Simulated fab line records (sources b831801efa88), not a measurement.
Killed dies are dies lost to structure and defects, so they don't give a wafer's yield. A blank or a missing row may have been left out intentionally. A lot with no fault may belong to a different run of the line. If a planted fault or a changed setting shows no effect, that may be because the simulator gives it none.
Chamber matching	flow gf180mcu	4 sister chambers for GF_V5_CMP_26 on cmp-01
The step polishes, stops on SiO2, t overpolish 15 s, target thk 0 nm. 18 wafers are shown with their chamber, then 9 later ones without.

## WAFERS, EACH WITH ITS CHAMBER
wafer	chamber	motorCurrentA (A)	edgeZonePressureFrac	timeToEndpointS (s)
L181.1	1	12.9	1.003	83
L181.3	3	10.3	0.998	87
L181.6	3	10.2	0.999	82
L182.2	2	10.2	0.989	84
L182.3	1	11.2	0.995	83
L182.4	3	10.4	1.007	86
L183.3	3	9.9	1.004	86
L183.5	3	10.0	1.014	87
L183.6	2	9.8	0.998	79
L184.1	2	9.9	0.994	83
L184.2	0	13.0	0.994	85
L184.3	1	12.5	1.004	86
L186.1	1	12.7	1.001	86
L186.2	2	10.2	0.996	86
L186.3	0	12.3	1.002	86
L187.3	1	12.4	1.001	87
L187.5	0	13.0	1.003	86
L187.6	1	12.5	1.000	84

SIGNATURES (means of the wafers above)
reading	chamber 0	chamber 1	chamber 2	chamber 3	scatter within a chamber
motorCurrentA	12.767	12.367	10.025	10.160	0.416
edgeZonePressureFrac	0.99967	1.00067	0.99425	1.00440	0.00472
timeToEndpointS	85.67	84.83	83.00	85.60	2.05
Rule: a wafer's distance from a chamber is the root of the sum, over the readings, of the square of ((its reading less the chamber's mean) divided by the reading's scatter). The wafer belongs to the nearest chamber; if the next one is less than 2 further off, it can't be placed. How the scatter is found: for the shown wafers, subtract from each reading the mean of its chamber, square and add these, divide the total by (wafers less chambers), then take the root.

## WAFERS WHOSE CHAMBER IS MISSING
wafer	motorCurrentA (A)	edgeZonePressureFrac	timeToEndpointS (s)
L188.4	10.2	0.999	88
L188.5	12.4	0.995	82
L188.6	10.0	0.996	85
L197.3	9.8	1.007	85
L197.4	10.8	1.006	87
L197.6	11.2	1.004	87
L200.2	11.1	1.004	85
L200.3	11.8	0.997	87
L200.4	10.0	1.000	82

## CHAMBER TAKEN BY EACH
wafer	from the rows above	in truth
L188.4	can't be placed: 3 or 2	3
L188.5	can't be placed: 1 or 0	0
L188.6	can't be placed: 2 or 3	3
L197.3	can't be placed: 3 or 2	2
L197.4	can't be placed: 3 or 2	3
L197.6	can't be placed: 3 or 1 or 0 or 2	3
L200.2	can't be placed: 3 or 1 or 2 or 0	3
L200.3	can't be placed: 1 or 0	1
L200.4	can't be placed: 2 or 3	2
Correctly placed: 0 of 9. Unplaceable from these rows: 9, with the true chamber sitting among the candidates in 9. Placed wrongly: 0.
